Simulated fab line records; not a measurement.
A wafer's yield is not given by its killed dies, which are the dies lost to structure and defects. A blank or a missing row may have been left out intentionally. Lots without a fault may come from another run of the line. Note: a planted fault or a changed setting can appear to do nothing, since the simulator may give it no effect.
fab line records -- flow sky130
record: lots: 12, wafers: 36, last-day: 50
route steps=708 shown DNWELL@43 NWELL@60 VT_ADJUST_HVTP@96 VT_ADJUST_NCORE@129 PAD_OPEN@708
lots that met no fault: taken from a fault-free run of the same line
start-h: hours from the record's opening day to when the first of the lot's shown wafers began -- wait-h: hours elapsed since this lot's preceding step -- " the same as in the row above -- L1.1+2: a row that stands for several wafers -- - no value, or no start was given -- * or withheld: withheld -- < > ~ a bound
route shown NAME@n: NAME is a module with steps in the file, n the number in the route of the first one -- usual: the fault-free wafers' mean and standard deviation -- same: alike in all rows -- chamber/n: place in a boat -- sites: each site's reading -- _std_site: how widely they spread, as a standard deviation -- _edge_site: outer sites' mean less inner sites' -- radius-mm: for every site, how far away it sits from the centre of the wafer -- mask NAME#n: copy n -- behind: the most recent tool/chamber to have shaped the wafer -- hold: reason for holding the lot/hours on hold/outcome of the hold -- device: whichever transistor did not switch (one of n, p or np) -- end of line: the route-end tests of the same wafers -- a step with no rows: only its recipe -- killed: dies lost to structure and defects at the first sort, not the wafer's yield -- map: dies across one wafer; x = killed, . = not, _ = none there
set.NAME: the setting as run; set.NAME@STEP: as run at that earlier step -- model.NAME: the simulator's own value behind a step, which no gauge read
one table for each step of the route and one row for each wafer, over a sample of lots
services: the hour from which a tool's chamber was out of use, counted from the record's first day as start-h (under 0 if before that day), plus the number of hours and why
== steps ==
step: SKY_DNWELL_STRIP_08
recipe: chemistry: O2/N2, power-w: 1400, pressure-mtorr: 1500, platen-temp-c: withheld, o2-flow-sccm: 3000, n2-flow-sccm: 300, overash-fraction: 0.5
usual: drypump-motor-current-A: 5.7/0.58, oes-product-au: 0.722/0.0049, strip-time-to-endpoint-s: 36.97/0.095
same: overash-fraction: 0.5
lot.wafer,tool,chamber,start-h,wait-h,drypump-motor-current-A,oes-product-au,rf-hours-counter-h,strip-time-to-endpoint-s
L972.2,plasma-asher-01,1,73.73,0.1,6.1,0.722,38,37.00
L972.4,plasma-asher-01,0,73.73,0.1,6.3,0.720,-,37.14
L972.5,plasma-asher-01,1,73.73,0.1,6.1,0.721,-,37.09
L976.1,plasma-asher-01,1,86.43,0.1,6.1,0.718,39,37.16
L976.5,plasma-asher-01,0,86.43,0.1,6.3,0.723,-,37.03
L976.6,plasma-asher-01,1,86.43,0.1,6.1,0.714,-,37.09
L975.2,plasma-asher-02,1,87.19,0.1,4.8,0.726,27,37.04
L975.4,plasma-asher-02,1,87.19,0.1,4.7,0.716,-,37.04
L975.5,plasma-asher-02,0,87.19,0.1,5.4,0.721,-,36.97
L978.3,plasma-asher-03,1,94.12,0.1,5.3,0.719,-,36.88
L978.4,plasma-asher-03,0,94.12,0.1,6.2,0.719,-,36.90
L978.6,plasma-asher-03,1,94.12,0.1,5.3,0.718,-,36.90
L980.2,plasma-asher-01,1,104.58,0.1,6.1,0.725,41,37.09
L980.4,plasma-asher-01,1,104.58,0.1,6.1,0.728,-,37.03
L980.6,plasma-asher-01,0,104.58,0.1,6.3,0.720,-,36.92
L981.1,plasma-asher-03,1,105.14,0.1,5.4,0.705,42,37.11
L981.5,plasma-asher-03,0,105.14,0.1,6.2,0.730,-,36.98
L981.6,plasma-asher-03,1,105.14,0.1,5.3,0.718,-,37.01
L984.2,plasma-asher-03,0,119.24,0.1,6.2,0.720,0,37.07
L984.3,plasma-asher-03,0,119.24,0.1,6.2,0.719,-,36.99
L984.6,plasma-asher-03,0,119.24,0.1,6.2,0.724,-,36.94
L985.1,plasma-asher-01,1,131.48,0.1,6.1,0.728,44,36.77
L985.2,plasma-asher-01,0,131.48,0.1,6.3,0.722,44,36.79
L985.3,plasma-asher-01,1,131.48,0.1,6.1,0.722,-,36.71
L990.1,plasma-asher-03,0,157.83,0.1,6.2,0.729,4,36.95
L990.2,plasma-asher-03,1,157.83,0.1,5.3,0.720,4,36.89
L990.4,plasma-asher-03,1,157.83,0.1,5.3,0.721,-,36.87
L992.1,plasma-asher-02,0,164.79,0.1,5.5,0.721,36,36.90
L992.5,plasma-asher-02,1,164.79,0.1,4.7,0.719,-,37.06
L992.6,plasma-asher-02,0,164.79,0.1,5.4,0.721,-,36.93
L993.2,plasma-asher-02,0,170.28,0.1,5.5,0.723,36,36.93
L993.4,plasma-asher-02,0,170.28,0.1,5.5,0.720,-,36.96
L993.5,plasma-asher-02,0,170.28,0.1,5.5,0.734,-,36.97
L994.3,plasma-asher-02,1,176.32,0.1,4.8,0.722,-,36.96
L994.4,plasma-asher-02,0,176.32,0.1,5.5,0.725,-,36.88
L994.5,plasma-asher-02,0,176.32,0.1,5.5,0.713,-,36.94
step: SKY_NWELL_EXPOSE_07
recipe: mask-id: NWM, na: 0.6, source-shape: conventional, sigma-outer: 0.6, polarization: unpolarized, target-cd-nm: 840, dose-mj: 255
usual: stage-vel-mm-s: 499.95/0.25
same: na: 0.6
lot.wafer,tool,chamber,start-h,wait-h,mask,stage-vel-mm-s
L972.2,iline-stepper-02,0,100.81,-,NWM#0,500.11
L972.4,iline-stepper-02,0,100.81,-,NWM#0,500.61
L972.5,iline-stepper-02,0,100.81,-,NWM#0,499.98
L976.1,iline-stepper-01,0,112.86,-,NWM#0,499.60
L976.5,iline-stepper-01,0,112.86,-,NWM#0,499.76
L976.6,iline-stepper-01,0,112.86,-,NWM#0,499.87
L975.2,iline-stepper-01,0,113.79,-,NWM#0,499.84
L975.4,iline-stepper-01,0,113.79,-,NWM#0,499.93
L975.5,iline-stepper-01,0,113.79,-,NWM#0,499.81
L978.3,iline-stepper-02,0,121.22,-,NWM#0,500.02
L978.4,iline-stepper-02,0,121.22,-,NWM#0,500.51
L978.6,iline-stepper-02,0,121.22,-,NWM#0,500.37
L980.2,iline-stepper-02,0,131.39,-,NWM#0,499.94
L980.4,iline-stepper-02,0,131.39,-,NWM#0,500.17
L980.6,iline-stepper-02,0,131.39,-,NWM#0,500.03
L981.1,iline-stepper-02,0,132.58,-,NWM#0,500.16
L981.5,iline-stepper-02,0,132.58,-,NWM#0,499.87
L981.6,iline-stepper-02,0,132.58,-,NWM#0,499.88
L984.2,iline-stepper-01,0,147.30,-,NWM_R1#0,499.75
L984.3,iline-stepper-01,0,147.30,-,NWM_R1#0,499.69
L984.6,iline-stepper-01,0,147.30,-,NWM_R1#0,499.79
L985.1,iline-stepper-01,0,161.98,-,NWM#0,499.73
L985.2,iline-stepper-01,0,161.98,-,NWM#0,500.30
L985.3,iline-stepper-01,0,161.98,-,NWM#0,499.87
L990.1,iline-stepper-01,0,188.53,-,NWM#0,499.93
L990.2,iline-stepper-01,0,188.53,-,NWM#0,499.85
L990.4,iline-stepper-01,0,188.53,-,NWM#0,499.96
L992.1,iline-stepper-01,0,197.23,-,NWM#0,499.67
L992.5,iline-stepper-01,0,197.23,-,NWM#0,499.65
L992.6,iline-stepper-01,0,197.23,-,NWM#0,499.63
L993.2,iline-stepper-01,0,203.60,-,NWM#0,499.91
L993.4,iline-stepper-01,0,203.60,-,NWM#0,499.64
L993.5,iline-stepper-01,0,203.60,-,NWM#0,499.58
L994.3,iline-stepper-01,0,208.62,-,NWM#0,500.10
L994.4,iline-stepper-01,0,208.62,-,NWM#0,499.94
L994.5,iline-stepper-01,0,208.62,-,NWM#0,499.95
step: SKY_VT_ADJUST_HVTP_TW_MEAS_11
usual: VT_ADJUST_HVTP_TW: 1358/14
lot.wafer,tool,chamber,start-h,wait-h,VT_ADJUST_HVTP_TW
L972.2,film-metro-04,-,146.73,0.1,1367
L972.4,film-metro-04,-,146.73,0.1,1376
L972.5,film-metro-04,-,146.73,0.1,1375
L976.1,film-metro-04,-,161.79,0.1,1369
L976.5,film-metro-04,-,161.79,0.1,1376
L976.6,film-metro-04,-,161.79,0.1,1366
L975.2,film-metro-03,-,163.95,0.1,1375
L975.4,film-metro-03,-,163.95,0.1,1362
L975.5,film-metro-03,-,163.95,0.1,1364
L978.3,film-metro-03,-,169.89,0.1,1364
L978.4,film-metro-03,-,169.89,0.1,1359
L978.6,film-metro-03,-,169.89,0.1,1361
L980.2,film-metro-02,-,183.30,0.1,1332
L980.4,film-metro-02,-,183.30,0.1,1333
L980.6,film-metro-02,-,183.30,0.1,1335
L981.1,film-metro-04,-,185.14,0.1,1359
L981.5,film-metro-04,-,185.14,0.1,1355
L981.6,film-metro-04,-,185.14,0.1,1356
L984.2,film-metro-04,-,199.60,0.1,1357
L984.3,film-metro-04,-,199.60,0.1,1357
L984.6,film-metro-04,-,199.60,0.1,1370
L985.1,film-metro-04,-,215.74,0.1,1366
L985.2,film-metro-04,-,215.74,0.1,1359
L985.3,film-metro-04,-,215.74,0.1,1363
L990.1,film-metro-02,-,244.32,0.1,1336
L990.2,film-metro-02,-,244.32,0.1,1332
L990.4,film-metro-02,-,244.32,0.1,1332
L992.1,film-metro-04,-,255.22,0.1,1350
L992.5,film-metro-04,-,255.22,0.1,1370
L992.6,film-metro-04,-,255.22,0.1,1354
L993.2,film-metro-04,-,262.25,0.1,1359
L993.4,film-metro-04,-,262.25,0.1,1356
L993.5,film-metro-04,-,262.25,0.1,1357
L994.3,film-metro-02,-,266.26,0.1,1339
L994.4,film-metro-02,-,266.26,0.1,1341
L994.5,film-metro-02,-,266.26,0.1,1333
step: SKY_VT_ADJUST_NCORE_STRIP_10
recipe: chemistry: O2/N2, power-w: 1400, pressure-mtorr: 1500, platen-temp-c: withheld, o2-flow-sccm: 3000, n2-flow-sccm: 300, overash-fraction: 0.5
usual: drypump-motor-current-A: 5.5/0.42, oes-product-au: 0.716/0.0045, strip-time-to-endpoint-s: 14.20/0.038
same: overash-fraction: 0.5
lot.wafer,tool,chamber,start-h,wait-h,drypump-motor-current-A,oes-product-au,rf-hours-counter-h,strip-time-to-endpoint-s
L972.2,plasma-asher-03,1,209.78,0.1,5.3,0.711,9,14.11
L972.4,plasma-asher-03,0,209.78,0.1,6.2,0.722,-,14.13
L972.5,plasma-asher-03,0,209.78,0.1,6.2,0.724,-,14.16
L976.1,plasma-asher-02,1,225.97,0.1,4.8,0.713,42,14.20
L976.5,plasma-asher-02,0,225.97,0.1,5.5,0.709,-,14.20
L976.6,plasma-asher-02,1,225.97,0.1,4.8,0.705,-,14.22
L975.2,plasma-asher-04,1,229.33,0.1,5.8,0.716,53,14.20
L975.4,plasma-asher-04,0,229.33,0.1,5.4,0.712,-,14.17
L975.5,plasma-asher-04,1,229.33,0.1,5.8,0.718,-,14.20
L978.3,plasma-asher-03,1,236.81,0.1,5.3,0.719,-,14.25
L978.4,plasma-asher-03,0,236.81,0.1,6.2,0.716,-,14.24
L978.6,plasma-asher-03,1,236.81,0.1,5.3,0.716,-,14.23
L980.2,plasma-asher-04,1,250.58,0.1,5.8,0.719,54,14.16
L980.4,plasma-asher-04,1,250.58,0.1,5.8,0.719,-,14.18
L980.6,plasma-asher-04,0,250.58,0.1,5.4,0.716,-,14.20
L981.1,plasma-asher-03,1,251.83,0.1,5.3,0.715,13,14.16
L981.5,plasma-asher-03,0,251.83,0.1,6.2,0.714,-,14.18
L981.6,plasma-asher-03,1,251.83,0.1,5.3,0.715,-,14.19
L984.2,plasma-asher-03,0,268.83,0.1,6.2,0.713,15,14.19
L984.3,plasma-asher-03,1,268.83,0.1,5.4,0.710,-,14.19
L984.6,plasma-asher-03,0,268.83,0.1,6.2,0.715,-,14.16
L985.1,plasma-asher-04,0,288.48,0.1,5.4,0.715,58,14.27
L985.2,plasma-asher-04,1,288.48,0.1,5.8,0.710,58,14.22
L985.3,plasma-asher-04,0,288.48,0.1,5.4,0.714,-,14.24
L990.1,plasma-asher-03,1,321.48,0.1,5.3,0.714,21,14.11
L990.2,plasma-asher-03,0,321.48,0.1,6.2,0.721,21,14.13
L990.4,plasma-asher-03,1,321.48,0.1,5.3,0.714,-,14.14
L992.1,plasma-asher-03,1,333.73,0.1,5.3,0.718,22,14.22
L992.5,plasma-asher-03,1,333.73,0.1,5.3,0.729,-,14.19
L992.6,plasma-asher-03,0,333.73,0.1,6.2,0.718,-,14.24
L993.2,plasma-asher-03,0,340.97,0.1,6.2,0.716,22,14.18
L993.4,plasma-asher-03,1,340.97,0.1,5.3,0.713,-,14.16
L993.5,plasma-asher-03,1,340.97,0.1,5.3,0.710,-,14.17
L994.3,plasma-asher-02,0,346.31,0.1,5.4,0.719,-,14.24
L994.4,plasma-asher-02,1,346.31,0.1,4.7,0.709,-,14.21
L994.5,plasma-asher-02,1,346.31,0.1,4.8,0.714,-,14.25
step: SKY_PAD_OPEN_PROBE_99
usual: killed_at_M0_to_M3: 42/7.2, killed_at_M4_up: 3.2/1.8, killed-at-contacts: 24/5.4, killed-at-front-end: 15/4, killed-at-other: 0.3/0.59, killed-dies: 84/9, killed-on-rim: 17/3.3, killed-open: 46/7.1, killed-short: 38/6
same: gross-dies: 492, killed-at-back-side: 0
lot.wafer,tool,chamber,start-h,wait-h,killed_at_M0_to_M3,killed_at_M4_up,killed-at-contacts,killed-at-front-end,killed-at-other,killed-dies,killed-on-rim,killed-open,killed-short
L972.2,prober-01,-,1109.35,0.1,41,4,20,19,0,84,17,48,35
L972.4,prober-01,-,1109.45,0.2,37,3,24,24,1,89,18,46,43
L972.5,prober-01,-,1109.50,0.2,31,2,37,18,0,88,18,54,34
L976.1,prober-01,-,1112.23,0.1,35,1,36,13,0,85,18,60,25
L976.5,prober-01,-,1112.43,0.2,24,4,30,11,1,70,8,35,34
L976.6,prober-01,-,1112.48,0.2,39,1,25,12,1,78,14,47,30
L975.2,prober-01,-,1126.83,0.1,39,3,25,10,0,77,11,44,33
L975.4,prober-01,-,1126.93,0.2,58,3,23,14,0,98,21,64,34
L975.5,prober-01,-,1126.98,0.2,50,2,21,18,2,93,17,50,43
L978.3,prober-02,-,1127.16,0.2,35,6,24,17,0,82,15,45,37
L978.4,prober-02,-,1127.21,0.2,38,4,15,14,0,71,13,46,25
L978.6,prober-02,-,1127.31,0.2,36,5,23,14,0,78,19,43,35
L980.2,prober-02,-,1137.97,0.1,45,3,28,12,2,90,21,44,46
L980.4,prober-02,-,1138.07,0.2,53,5,22,17,0,97,17,51,46
L980.6,prober-02,-,1138.17,0.2,41,3,25,13,0,82,13,52,30
L981.1,prober-01,-,1145.93,0.1,38,2,29,17,0,86,13,49,35
L981.5,prober-01,-,1146.13,0.2,41,2,15,12,0,70,16,44,26
L981.6,prober-01,-,1146.18,0.2,32,3,19,19,0,73,17,39,34
L984.2,prober-01,-,1154.83,0.1,45,2,26,17,0,90,19,53,37
L984.3,prober-01,-,1154.88,0.2,54,4,35,15,2,110,21,53,56
L984.6,prober-01,-,1155.03,0.2,50,3,22,11,0,86,15,56,30
L985.1,prober-01,-,1168.84,0.1,34,1,29,25,0,89,22,53,36
L985.2,prober-01,-,1168.89,0.1,40,6,26,15,0,87,15,48,39
L985.3,prober-01,-,1168.94,0.2,32,6,24,14,0,76,13,39,37
L990.1,prober-02,-,1182.81,0.1,45,3,19,13,0,80,12,34,45
L990.2,prober-02,-,1182.86,0.1,41,2,29,16,0,88,21,45,42
L990.4,prober-02,-,1182.96,0.2,42,4,25,16,1,88,22,46,42
L992.1,prober-02,-,1188.84,0.1,42,3,23,9,0,77,17,44,33
L992.5,prober-02,-,1189.04,0.2,35,4,19,15,0,73,15,46,27
L992.6,prober-02,-,1189.09,0.2,43,4,33,15,0,95,18,52,43
L993.2,prober-01,-,1197.32,0.1,47,2,22,13,0,84,17,51,33
L993.4,prober-01,-,1197.42,0.2,41,4,31,14,0,90,19,50,40
L993.5,prober-01,-,1197.47,0.2,35,2,20,11,1,69,16,41,28
L994.3,prober-02,-,1200.06,0.2,38,3,19,13,0,73,18,32,39
L994.4,prober-02,-,1200.11,0.2,34,2,24,12,0,72,15,42,30
L994.5,prober-02,-,1200.16,0.2,46,4,30,10,0,90,15,44,46
killed by level:class
L972.2 VIA1:geometric-particle:open=10 CONTACT:geometric-particle:open=8 METAL1:geometric-particle:short=7 LI_CONTACT:geometric-particle:open=6 VIA1:geometric-particle:short=5 FIELD_ISO:geometric-particle:open=4 POLY_GATE:geometric-particle:open=4 VIA3:geometric-particle:open=4
L972.4 VIA1:geometric-particle:open=11 METAL2:geometric-particle:short=9 CONTACT:geometric-particle:short=8 CONTACT:geometric-particle:open=8 METAL1:geometric-particle:short=6 POLY_GATE:geometric-particle:open=5 SPACER:geometric-particle:open=5 FIELD_ISO:geometric-particle:open=4
L972.5 CONTACT:geometric-particle:open=14 VIA1:geometric-particle:open=9 LI_CONTACT:geometric-particle:open=8 LOCAL_INTERCONNECT:geometric-particle:short=7 METAL1:geometric-particle:short=6 SPACER:geometric-particle:open=5 POLY_GATE:geometric-particle:open=4 VIA1:geometric-particle:short=4
L976.1 CONTACT:geometric-particle:open=13 LI_CONTACT:geometric-particle:open=10 VIA1:geometric-particle:open=10 VIA2:geometric-particle:open=9 LOCAL_INTERCONNECT:geometric-particle:short=6 FIELD_ISO:geometric-particle:open=5 VIA3:geometric-particle:open=5 POLY_GATE:geometric-particle:open=4
L976.5 CONTACT:geometric-particle:short=9 LI_CONTACT:geometric-particle:open=8 CONTACT:geometric-particle:open=5 VIA1:geometric-particle:open=5 VIA2:geometric-particle:open=4 METAL4:geometric-particle:short=4 FIELD_ISO:geometric-particle:short=3 LI_CONTACT:geometric-particle:short=3
L976.6 VIA1:geometric-particle:open=10 VIA2:geometric-particle:open=9 LI_CONTACT:geometric-particle:open=8 CONTACT:geometric-particle:open=7 CONTACT:geometric-particle:short=5 VIA3:geometric-particle:open=5 LOCAL_INTERCONNECT:geometric-particle:short=4 METAL1:geometric-particle:short=4
L975.2 VIA1:geometric-particle:open=9 VIA3:geometric-particle:open=9 LI_CONTACT:geometric-particle:open=8 LOCAL_INTERCONNECT:geometric-particle:short=7 CONTACT:geometric-particle:open=6 VIA1:geometric-particle:short=5 POLY_GATE:geometric-particle:open=4 FIELD_ISO:geometric-particle:short=3
L975.4 VIA1:geometric-particle:open=23 CONTACT:geometric-particle:open=10 VIA3:geometric-particle:open=9 FIELD_ISO:geometric-particle:open=5 VIA1:geometric-particle:short=5 POLY_GATE:geometric-particle:open=5 METAL3:geometric-particle:short=5 LI_CONTACT:geometric-particle:open=4
L975.5 VIA1:geometric-particle:open=13 CONTACT:geometric-particle:open=9 METAL1:geometric-particle:short=8 FIELD_ISO:geometric-particle:short=7 LI_CONTACT:geometric-particle:open=7 VIA3:geometric-particle:open=7 METAL3:geometric-particle:short=6 POLY_GATE:geometric-particle:short=4
L978.3 CONTACT:geometric-particle:open=10 VIA1:geometric-particle:open=9 VIA2:geometric-particle:open=8 POLY_GATE:geometric-particle:open=6 CONTACT:geometric-particle:short=6 FIELD_ISO:geometric-particle:open=4 LI_CONTACT:geometric-particle:open=4 LOCAL_INTERCONNECT:geometric-particle:short=4
L978.4 VIA1:geometric-particle:open=15 CONTACT:geometric-particle:open=7 FIELD_ISO:geometric-particle:open=5 VIA3:geometric-particle:open=5 LI_CONTACT:geometric-particle:open=4 METAL1:geometric-particle:short=4 POLY_GATE:geometric-particle:open=3 POLY_GATE:geometric-particle:short=3
L978.6 CONTACT:geometric-particle:open=12 VIA3:geometric-particle:open=9 VIA2:geometric-particle:open=7 LI_CONTACT:geometric-particle:open=5 METAL4:geometric-particle:short=5 POLY_GATE:geometric-particle:short=4 FIELD_ISO:geometric-particle:short=4 VIA1:geometric-particle:short=4
L980.2 VIA3:geometric-particle:open=8 CONTACT:geometric-particle:open=7 CONTACT:geometric-particle:short=7 VIA1:geometric-particle:open=7 POLY_GATE:geometric-particle:short=6 LI_CONTACT:geometric-particle:open=6 METAL2:geometric-particle:short=6 VIA2:geometric-particle:open=6
L980.4 VIA1:geometric-particle:open=12 CONTACT:geometric-particle:open=9 VIA2:geometric-particle:open=7 FIELD_ISO:geometric-particle:short=5 CONTACT:geometric-particle:short=5 METAL1:geometric-particle:short=5 METAL3:geometric-particle:short=5 VIA3:geometric-particle:open=5
L980.6 VIA1:geometric-particle:open=11 LI_CONTACT:geometric-particle:open=8 CONTACT:geometric-particle:open=8 VIA3:geometric-particle:open=7 FIELD_ISO:geometric-particle:open=6 METAL1:geometric-particle:short=6 VIA2:geometric-particle:open=6 CONTACT:geometric-particle:short=5
L981.1 CONTACT:geometric-particle:open=14 VIA1:geometric-particle:open=8 VIA2:geometric-particle:open=6 LI_CONTACT:geometric-particle:open=5 LI_CONTACT:geometric-particle:short=5 METAL2:geometric-particle:short=5 VIA2:geometric-particle:short=5 VIA3:geometric-particle:open=5
L981.5 VIA1:geometric-particle:open=16 CONTACT:geometric-particle:open=5 VIA2:geometric-particle:open=5 VIA3:geometric-particle:open=4 METAL2:geometric-particle:short=4 VIA2:geometric-particle:short=4 FIELD_ISO:geometric-particle:short=3 POLY_GATE:geometric-particle:short=3
L981.6 CONTACT:geometric-particle:open=10 VIA1:geometric-particle:open=9 FIELD_ISO:geometric-particle:short=6 VIA3:geometric-particle:open=6 METAL1:geometric-particle:short=5 POLY_GATE:geometric-particle:open=4 LI_CONTACT:geometric-particle:open=4 FIELD_ISO:geometric-particle:open=3
L984.2 VIA1:geometric-particle:open=10 VIA3:geometric-particle:open=10 CONTACT:geometric-particle:open=8 CONTACT:geometric-particle:short=6 VIA1:geometric-particle:short=6 LI_CONTACT:geometric-particle:open=5 METAL1:geometric-particle:short=5 VIA2:geometric-particle:open=5
L984.3 VIA1:geometric-particle:open=11 CONTACT:geometric-particle:open=10 VIA2:geometric-particle:open=9 LOCAL_INTERCONNECT:geometric-particle:short=7 CONTACT:geometric-particle:short=7 METAL3:geometric-particle:short=7 POLY_GATE:geometric-particle:open=6 LI_CONTACT:geometric-particle:open=6
L984.6 VIA1:geometric-particle:open=18 CONTACT:geometric-particle:open=8 VIA3:geometric-particle:open=8 LI_CONTACT:geometric-particle:open=7 VIA2:geometric-particle:open=6 FIELD_ISO:geometric-particle:short=4 VIA2:geometric-particle:short=4 LOCAL_INTERCONNECT:geometric-particle:short=3
L985.1 VIA1:geometric-particle:open=11 CONTACT:geometric-particle:open=9 FIELD_ISO:geometric-particle:open=8 FIELD_ISO:geometric-particle:short=7 LOCAL_INTERCONNECT:geometric-particle:short=6 VIA2:geometric-particle:open=6 POLY_GATE:geometric-particle:open=5 LI_CONTACT:geometric-particle:open=4
L985.2 CONTACT:geometric-particle:open=8 VIA3:geometric-particle:open=8 CONTACT:geometric-particle:short=7 VIA1:geometric-particle:open=7 LI_CONTACT:geometric-particle:open=6 VIA2:geometric-particle:open=5 METAL1:geometric-particle:short=4 METAL2:geometric-particle:short=4
L985.3 METAL1:geometric-particle:short=7 VIA1:geometric-particle:open=7 LI_CONTACT:geometric-particle:open=6 LOCAL_INTERCONNECT:geometric-particle:short=6 VIA2:geometric-particle:open=6 CONTACT:geometric-particle:open=5 FIELD_ISO:geometric-particle:short=4 METAL4:geometric-particle:short=4
L990.1 VIA1:geometric-particle:open=13 VIA1:geometric-particle:short=9 CONTACT:geometric-particle:open=7 POLY_GATE:geometric-particle:open=6 LOCAL_INTERCONNECT:geometric-particle:short=5 METAL1:geometric-particle:short=5 METAL2:geometric-particle:short=5 LI_CONTACT:geometric-particle:short=3
L990.2 CONTACT:geometric-particle:open=10 VIA1:geometric-particle:open=9 FIELD_ISO:geometric-particle:short=8 LI_CONTACT:geometric-particle:open=8 LOCAL_INTERCONNECT:geometric-particle:short=7 VIA2:geometric-particle:short=6 VIA1:geometric-particle:short=6 VIA3:geometric-particle:open=6
L990.4 VIA1:geometric-particle:open=10 CONTACT:geometric-particle:open=8 METAL2:geometric-particle:short=7 VIA2:geometric-particle:open=6 LOCAL_INTERCONNECT:geometric-particle:short=6 FIELD_ISO:geometric-particle:open=5 LI_CONTACT:geometric-particle:open=5 POLY_GATE:geometric-particle:short=4
L992.1 VIA2:geometric-particle:open=9 VIA1:geometric-particle:open=9 CONTACT:geometric-particle:open=7 METAL1:geometric-particle:short=7 LI_CONTACT:geometric-particle:open=6 FIELD_ISO:geometric-particle:open=4 LOCAL_INTERCONNECT:geometric-particle:short=4 METAL2:geometric-particle:short=4
L992.5 CONTACT:geometric-particle:open=8 VIA1:geometric-particle:open=8 LI_CONTACT:geometric-particle:open=7 VIA2:geometric-particle:open=7 VIA3:geometric-particle:open=7 FIELD_ISO:geometric-particle:short=5 POLY_GATE:geometric-particle:short=4 METAL1:geometric-particle:short=4
L992.6 CONTACT:geometric-particle:open=11 CONTACT:geometric-particle:short=10 VIA3:geometric-particle:open=8 LI_CONTACT:geometric-particle:open=7 METAL1:geometric-particle:short=7 VIA1:geometric-particle:open=7 VIA2:geometric-particle:open=7 METAL2:geometric-particle:short=6
L993.2 CONTACT:geometric-particle:open=10 VIA2:geometric-particle:open=10 VIA1:geometric-particle:open=10 VIA3:geometric-particle:open=7 LI_CONTACT:geometric-particle:open=6 METAL2:geometric-particle:short=6 VIA1:geometric-particle:short=5 FIELD_ISO:geometric-particle:open=3
L993.4 CONTACT:geometric-particle:open=11 VIA1:geometric-particle:open=9 LI_CONTACT:geometric-particle:open=8 FIELD_ISO:geometric-particle:short=7 VIA2:geometric-particle:open=7 VIA3:geometric-particle:open=6 CONTACT:geometric-particle:short=5 METAL2:geometric-particle:short=5
L993.5 CONTACT:geometric-particle:open=10 VIA2:geometric-particle:short=8 FIELD_ISO:geometric-particle:open=6 VIA1:geometric-particle:open=6 METAL2:geometric-particle:short=4 LI_CONTACT:geometric-particle:open=4 VIA2:geometric-particle:open=4 FIELD_ISO:geometric-particle:short=3
L994.3 VIA2:geometric-particle:open=9 POLY_GATE:geometric-particle:short=7 METAL1:geometric-particle:short=6 VIA1:geometric-particle:short=6 CONTACT:geometric-particle:open=5 VIA1:geometric-particle:open=5 METAL2:geometric-particle:short=5 LI_CONTACT:geometric-particle:open=4
L994.4 CONTACT:geometric-particle:open=9 LI_CONTACT:geometric-particle:open=7 VIA1:geometric-particle:open=7 METAL2:geometric-particle:short=6 FIELD_ISO:geometric-particle:open=4 VIA2:geometric-particle:open=4 VIA3:geometric-particle:open=4 POLY_GATE:geometric-particle:open=3
L994.5 VIA2:geometric-particle:open=9 VIA3:geometric-particle:open=7 LOCAL_INTERCONNECT:geometric-particle:short=7 CONTACT:geometric-particle:short=7 CONTACT:geometric-particle:open=7 VIA1:geometric-particle:open=6 LI_CONTACT:geometric-particle:open=5 METAL1:geometric-particle:short=5
== services ==
tool,chamber,start-h,hours,kind
plasma-asher-03,-,74.09,0.9,repair
plasma-asher-04,-,106.32,2.9,repair
plasma-asher-03,-,108.75,9.0,pm
plasma-asher-03,0,108.75,9.0,vent-cycle
plasma-asher-03,1,108.75,9.0,vent-cycle
plasma-asher-03,0,117.75,-,clean
plasma-asher-03,1,117.75,-,clean
iline-stepper-01,0,118.48,-,calibration
plasma-asher-01,-,156.59,2.8,pm
iline-stepper-02,-,187.95,1.7,pm
iline-stepper-01,-,225.63,1.7,pm
iline-stepper-02,0,230.92,-,calibration
plasma-asher-04,-,241.42,2.8,pm
plasma-asher-02,-,250.92,2.8,pm
iline-stepper-02,-,264.61,0.9,repair
iline-stepper-02,-,271.15,2.4,repair
plasma-asher-04,-,273.90,4.3,repair
plasma-asher-01,-,308.13,2.1,repair
plasma-asher-02,-,310.62,8.1,repair
iline-stepper-02,-,313.32,2.8,repair
iline-stepper-01,-,333.78,4.4,pm
== key ==
first-sign: step: SKY_NWELL_EXPOSE_07, reading: mask, direction: changed
effect none on later readings
met-at SKY_NWELL_EXPOSE_07
struck-lots L984
tester-left-out L984
not-acting-at SKY_DNWELL_STRIP_08,SKY_VT_ADJUST_HVTP_TW_MEAS_11,SKY_VT_ADJUST_NCORE_STRIP_10
onset-between 113.79 147.30
fault: kind: wrong-mask, tool: any, chamber: -, onset-h: 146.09, steps: SKY_NWELL_EXPOSE_07, aux-copy: NWM_R1#0, cd-offset-nm: -101, scope: struck-lots-only
tester-left-out: of these lots the tester's yield and bins aren't shown, on N5 and GAA mostly nor the transistor test; their killed dies are dies lost to structure and defects alone, not to doping, threshold or leakage, so they don't give the yield
